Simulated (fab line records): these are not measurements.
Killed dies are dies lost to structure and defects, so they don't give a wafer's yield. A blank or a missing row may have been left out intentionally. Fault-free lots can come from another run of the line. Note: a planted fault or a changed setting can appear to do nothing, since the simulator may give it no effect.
Which tool is to blame?    flow sky130    24 lots, 72 wafers sampled, at 5 steps of a route of 708

WHAT THE GAUGES SHOWED, per wafer
SKY_FIELD_ISO_THK_MEAS_02. Usual: for FIELD_ISO_OXIDATION_00_THK the level is 12.06 nm and the standard deviation is 0.21.
lot   measured     on             FIELD_ISO_OXIDATION_00_THK (nm)  flag
L074  day 1 11:38  film-metro-01  11.88 12.02 11.93                
L075  day 1 16:57  film-metro-01  12.14 12.03 12.12                
L076  day 1 21:38  film-metro-01  11.73 11.81 11.86                
L077  day 2 02:38  film-metro-01  12.28 12.14 12.12                
L078  day 2 07:58  film-metro-03  12.04 12.28 12.15                
L079  day 2 12:38  film-metro-02  12.00 11.80 11.99                
L080  day 2 18:48  film-metro-03  12.43 12.61 12.49                
L081  day 2 22:49  film-metro-01  11.80 12.10 11.97                
L082  day 3 03:39  film-metro-03  11.79 12.07 12.01                
L083  day 3 08:40  film-metro-02  12.17 12.37 12.21                
L084  day 3 13:39  film-metro-02  12.03 11.91 11.75                
L085  day 3 18:38  film-metro-01  11.95 11.91 11.98                
L086  day 4 00:29  film-metro-03  11.66 11.81 11.95                
L087  day 4 06:16  film-metro-03  12.05 12.27 12.01                
L088  day 4 10:39  film-metro-02  12.49 12.33 12.39                
L089  day 4 15:02  film-metro-03  12.14 11.92 12.31                
L090  day 4 19:39  film-metro-01  12.05 12.13 12.23                
L091  day 5 00:38  film-metro-03  11.86 11.75 11.59                
L092  day 5 06:36  film-metro-01  12.35 12.25 12.38                
L093  day 5 10:57  film-metro-02  11.69 11.73 11.79                
L094  day 5 17:47  film-metro-02  12.24 12.11 12.25                
L095  day 5 20:48  film-metro-03  11.96 12.01 11.82                
L096  day 6 05:55  film-metro-01  12.19 12.02 12.26                
L097  day 6 14:23  film-metro-02  12.23 12.31 12.14                

SKY_NWELL_TW_MEAS_15. Usual: for NWELL_TW the level is 1820 and the standard deviation is 8.6.
lot   measured      on             NWELL_TW        flag
L074  day 4 11:02   film-metro-01  1831 1822 1844  
L075  day 4 17:03   film-metro-02  1807 1804 1818  
L076  day 5 03:03   film-metro-04  1834 1829 1819  
L077  day 5 03:46   film-metro-04  1833 1843 1829  
L078  day 5 10:46   film-metro-01  1833 1819 1822  
L079  day 5 19:28   film-metro-01  1820 1825 1832  
L080  day 6 01:10   film-metro-04  1827 1820 1824  
L081  day 6 04:31   film-metro-01  1822 1829 1819  
L082  day 6 10:46   film-metro-01  1813 1816 1828  
L083  day 6 18:56   film-metro-04  1820 1814 1814  
L084  day 6 22:22   film-metro-04  1814 1834 1812  
L085  day 7 01:39   film-metro-01  1835 1826 1831  
L086  day 7 08:09   film-metro-02  1820 1812 1816  
L087  day 7 20:58   film-metro-04  1824 1822 1827  
L088  day 8 00:24   film-metro-02  1810 1814 1812  
L089  day 8 06:13   film-metro-04  1823 1823 1834  
L090  day 8 14:01   film-metro-04  1825 1824 1827  
L091  day 9 07:53   film-metro-04  1816 1819 1814  
L092  day 9 07:28   film-metro-04  1816 1812 1815  
L093  day 9 08:36   film-metro-02  1807 1819 1809  
L094  day 9 17:31   film-metro-04  1813 1815 1818  
L095  day 9 17:00   film-metro-02  1816 1801 1810  
L096  day 10 01:40  film-metro-02  1816 1807 1808  
L097  day 10 08:28  film-metro-02  1820 1824 1824  

SKY_VIA2_THK_MEAS_01. Usual: for VIA2_HDPCVD_THK the level is 1180 nm and the standard deviation is 15.
lot   measured      on             VIA2_HDPCVD_THK (nm)  flag
L074  day 34 23:24  film-metro-02  1189 1189 1160        
L075  day 35 08:45  film-metro-02  1184 1214 1185        
L076  day 35 19:34  film-metro-03  1190 1207 1205        
L077  day 35 20:49  film-metro-02  1212 1211 1179        
L078  day 36 06:11  film-metro-02  1180 1164 1160        
L079  day 36 19:39  film-metro-02  1163 1162 1157        
L080  day 36 21:38  film-metro-01  1166 1162 1182        
L081  day 37 05:28  film-metro-03  1199 1191 1176        
L082  day 37 08:50  film-metro-03  1169 1177 1200        
L083  day 38 00:05  film-metro-03  1180 1159 1174        
L084  day 38 04:52  film-metro-01  1218 1224 1198        
L085  day 38 05:46  film-metro-02  1147 1167 1140        
L086  day 38 19:00  film-metro-01  1193 1174 1168        
L087  day 39 05:29  film-metro-01  1186 1176 1171        
L088  day 39 09:19  film-metro-03  1196 1162 1167        
L089  day 41 00:58  film-metro-01  1181 1157 1169        
L090  day 41 05:29  film-metro-01  1181 1171 1196        
L091  day 41 09:40  film-metro-03  1170 1171 1173        
L092  day 41 07:31  film-metro-03  1168 1168 1182        
L093  day 41 09:37  film-metro-02  1183 1177 1166        
L094  day 41 11:28  film-metro-02  1200 1178 1204        
L095  day 41 10:46  film-metro-02  1161 1178 1186        
L096  day 41 14:07  film-metro-03  1187 1186 1180        
L097  day 41 21:22  film-metro-02  1186 1182 1166        

TOOL THAT RAN EACH LOT (tool first, then ch and the chambers of the sampled wafers, then the start)
lot   SKY_LDD_N_STRIP_16                    SKY_METAL1_SPUTTER_03
L074  plasma-asher-02 ch 0,1, day 17 13:33  pvd-sputter-01, day 31 10:47
L075  plasma-asher-01 ch 0,1, day 17 20:39  pvd-sputter-04, day 31 21:05
L076  plasma-asher-04 ch 0,1, day 18 15:39  pvd-sputter-04, day 32 08:43
L077  plasma-asher-04 ch 0,1, day 18 15:21  pvd-sputter-01, day 32 08:58
L078  plasma-asher-04 ch 0,1, day 18 22:59  pvd-sputter-03, day 32 17:27
L079  plasma-asher-04 ch 0,1, day 19 18:27  pvd-sputter-03, day 33 08:07
L080  plasma-asher-01 ch 0,1, day 19 20:17  pvd-sputter-04, day 33 10:51
L081  plasma-asher-04 ch 0,1, day 20 04:18  pvd-sputter-04, day 33 18:25
L082  plasma-asher-04 ch 0,1, day 20 12:26  pvd-sputter-03, day 33 22:13
L083  plasma-asher-01 ch 0,1, day 21 06:11  pvd-sputter-03, day 34 15:06
L084  plasma-asher-02 ch 0,1, day 21 08:25  pvd-sputter-01, day 34 19:31
L085  plasma-asher-04 ch 1, day 21 13:41    pvd-sputter-01, day 34 21:18
L086  plasma-asher-02 ch 0,1, day 22 07:17  pvd-sputter-04, day 35 14:45
L087  plasma-asher-04 ch 0,1, day 22 17:00  pvd-sputter-04, day 35 22:19
L088  plasma-asher-02 ch 0,1, day 23 00:36  pvd-sputter-01, day 36 04:45
L089  plasma-asher-02 ch 0,1, day 25 04:30  pvd-sputter-04, day 37 22:33
L090  plasma-asher-04 ch 0,1, day 25 05:47  pvd-sputter-03, day 38 00:20
L091  plasma-asher-01 ch 0,1, day 25 07:08  pvd-sputter-03, day 38 04:52
L092  plasma-asher-01 ch 0,1, day 25 06:06  pvd-sputter-04, day 38 01:55
L093  plasma-asher-04 ch 0,1, day 25 06:24  pvd-sputter-01, day 38 04:27
L094  plasma-asher-01 ch 0,1, day 25 13:05  pvd-sputter-03, day 38 07:10
L095  plasma-asher-04 ch 0,1, day 25 12:29  pvd-sputter-03, day 38 05:51
L096  plasma-asher-01 ch 0,1, day 25 16:08  pvd-sputter-04, day 38 08:41
L097  plasma-asher-02 ch 0,1, day 26 06:56  pvd-sputter-03, day 38 17:41
- SKY_LDD_N_STRIP_16: strips in O2/N2.
- SKY_METAL1_SPUTTER_03: material Ti, target thk 5 nm, time 3.3 s.

AS READ BY THE TOOLS THEMSELVES (means over the sampled wafers that have a number; for cases with no such wafer, the mark the record gives instead)
SKY_LDD_N_STRIP_16. Usual: chamber-pressure-mTorr 1499.8 mTorr, standard deviation 1.4; drypump-motor-current-A 5.49 A, standard deviation 0.18; oes-product-au 0.407 a.u., standard deviation 0.0045; strip-time-to-endpoint-s 4.319 s, standard deviation 0.015.
lot   tool             chamber-pressure-mTorr (mTorr)  drypump-motor-current-A (A)  oes-product-au (a.u.)  strip-time-to-endpoint-s (s)  flag
L074  plasma-asher-02  1499.1                          5.73                         0.410                  4.332                         
L075  plasma-asher-01  1499.2                          5.31                         0.408                  4.323                         
L076  plasma-asher-04  1500.0                          5.46                         0.406                  4.328                         
L077  plasma-asher-04  1500.0                          5.48                         0.409                  4.350                         
L078  plasma-asher-04  1499.9                          5.53                         0.403                  4.319                         
L079  plasma-asher-04  1498.9                          5.48                         0.402                  4.295                         
L080  plasma-asher-01  1500.9                          5.31                         0.410                  4.327                         
L081  plasma-asher-04  1500.2                          5.48                         0.409                  4.317                         
L082  plasma-asher-04  1500.5                          5.54                         0.408                  4.333                         
L083  plasma-asher-01  1499.4                          5.29                         0.411                  4.315                         
L084  plasma-asher-02  1500.5                          5.65                         0.413                  4.320                         
L085  plasma-asher-04  1499.9                          5.41                         0.404                  4.308                         
L086  plasma-asher-02  1497.6                          5.73                         0.405                  4.299                         
L087  plasma-asher-04  1498.4                          5.56                         0.408                  4.318                         
L088  plasma-asher-02  1500.9                          5.76                         0.409                  4.309                         
L089  plasma-asher-02  1500.3                          5.64                         0.407                  4.308                         
L090  plasma-asher-04  1499.6                          5.55                         0.406                  4.326                         
L091  plasma-asher-01  1500.1                          5.30                         0.399                  4.315                         
L092  plasma-asher-01  1499.6                          5.32                         0.404                  4.309                         
L093  plasma-asher-04  1499.7                          5.54                         0.409                  4.332                         
L094  plasma-asher-01  1499.4                          5.33                         0.404                  4.318                         
L095  plasma-asher-04  1501.0                          5.49                         0.409                  4.334                         
L096  plasma-asher-01  1500.0                          5.25                         0.406                  4.307                         
L097  plasma-asher-02  1500.9                          5.74                         0.410                  4.330                         

SKY_METAL1_SPUTTER_03. Usual: throttle-valve-pct at 29.9 %, with a standard deviation of 1.4.
lot   tool            throttle-valve-pct (%)  flag
L074  pvd-sputter-01  29.4                    
L075  pvd-sputter-04  30.2                    
L076  pvd-sputter-04  29.3                    
L077  pvd-sputter-01  30.5                    
L078  pvd-sputter-03  30.8                    
L079  pvd-sputter-03  30.2                    
L080  pvd-sputter-04  30.2                    
L081  pvd-sputter-04  30.3                    
L082  pvd-sputter-03  30.2                    
L083  pvd-sputter-03  29.1                    
L084  pvd-sputter-01  30.5                    
L085  pvd-sputter-01  29.2                    
L086  pvd-sputter-04  30.3                    
L087  pvd-sputter-04  30.1                    
L088  pvd-sputter-01  30.9                    
L089  pvd-sputter-04  29.1                    
L090  pvd-sputter-03  29.8                    
L091  pvd-sputter-03  29.0                    
L092  pvd-sputter-04  30.2                    
L093  pvd-sputter-01  29.4                    
L094  pvd-sputter-03  30.6                    
L095  pvd-sputter-03  29.2                    
L096  pvd-sputter-04  30.0                    
L097  pvd-sputter-03  30.2                    

THE ANSWER, worked out from the rows above alone
Rule: a lot is off if the mean of its wafers that have a number lies more than 3 standard deviations from the usual mean. Also off: a lot with no number at a reading for which 4 or more lots have one. Any other lot the step has rows for is counted as sound. The gauges are gone through in route order, then the tools' own readings, and for those a lot's mean is taken as printed above. The first step at which some lot is off is used, and at that step the reading that is off furthest; a lot without a number counts as furthest.
None of the lots is off at any reading shown; this tells nothing.

WHAT THE SIMULATOR HAD PUT IN
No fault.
